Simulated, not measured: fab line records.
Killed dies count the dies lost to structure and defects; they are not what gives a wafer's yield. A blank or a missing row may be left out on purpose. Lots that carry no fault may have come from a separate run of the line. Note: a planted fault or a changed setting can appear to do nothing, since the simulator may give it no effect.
2 desks looking at one fault / flow sky130 / only its own numbers are on each desk; what lay behind them is given at the end

## TOOL OWNER'S DESK, lithoTrack-03
The tool's own readings at SKY_CAP2M_DEVELOP_11 (develop time 60 s): means of the sampled wafers that have a number, for each lot that ran on this tool. Marked OUT: a lot whose mean sits more than 4 standard deviations from the usual mean, which makes it out of limits; the brackets give that distance.
Columns: A = chillPlateTempC at SKY_CAP2M_DEVELOP_11, usual 23.00 C; B = developerTempC at SKY_CAP2M_DEVELOP_11, usual 22.98 C
lot=L162; first seen here=day 41 00:08; A=22.79; B=23.06
lot=L164; first seen here=day 41 05:56; A=22.93; B=25.39 (+25) OUT
lot=L165; first seen here=day 41 13:53; A=23.06; B=25.37 (+24) OUT
lot=L168; first seen here=day 42 09:14; A=23.04; B=25.37 (+24) OUT
This desk's verdict: out of limits on L164, L165, L168, starting with L164 at day 41 05:56 (developerTempC at SKY_CAP2M_DEVELOP_11). L162 stayed within limits.

## METROLOGY DESK
What the gauges read for every lot (on any tool): the sampled wafers with a number, averaged. Marked OUT: a lot whose mean sits more than 4 standard deviations from the usual mean, which makes it out of limits; the brackets give that distance.
Columns: A = CAP2M_CVD_00_THK at SKY_CAP2M_THK_MEAS_01, usual 15.42 nm; B = CAP2M_TIN_RS at SKY_CAP2M_RS_MEAS_03, usual 6.92 ohm/sq; C = CAP2M_TIN_THK at SKY_CAP2M_THK_MEAS_04, usual 198.6 nm; D = CAP2M_OVL at SKY_CAP2M_OVL_MEAS_12, usual 0.3 nm
lot=L163; first seen here=day 39 21:03; A=15.44; B=6.92; C=198.3; D=0.2
lot=L162; first seen here=day 39 22:53; A=15.28; B=6.90; C=198.1; D=0.3
lot=L164; first seen here=day 40 05:31; A=15.50; B=6.82; C=200.6; D=0.9
lot=L165; first seen here=day 40 13:50; A=15.37; B=6.95; C=197.9; D=-0.6
lot=L166; first seen here=day 40 21:59; A=15.46; B=6.86; C=200.3; D=0.4
lot=L168; first seen here=day 41 08:03; A=15.46; B=7.00; C=194.8; D=-1.9
lot=L174; first seen here=day 48 09:21; A=15.54; B=6.86; C=200.3; D=0.4
This desk found nothing out of limits on any of the 7 lots.

## ALL TOGETHER
An alarm could have come from the tool owner's desk at day 41 05:56, on L164, L165, L168.
Nothing out of limits was seen by the metrology desk.
The metrology desk holds a record of L164, L165, L168, inside its limits.
SKY_CAP2M_DEVELOP_11 was run on lithoTrack-03 by each of the lots named.

## WHAT THE SIMULATOR HAD PUT IN
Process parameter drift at SKY_CAP2M_DEVELOP_11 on lithoTrack-03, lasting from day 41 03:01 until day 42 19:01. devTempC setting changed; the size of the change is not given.
Lots struck among those shown: L164, L165, L168.
Hours from the fault's start to each desk's first reading out of limits: the tool owner's desk, 3.
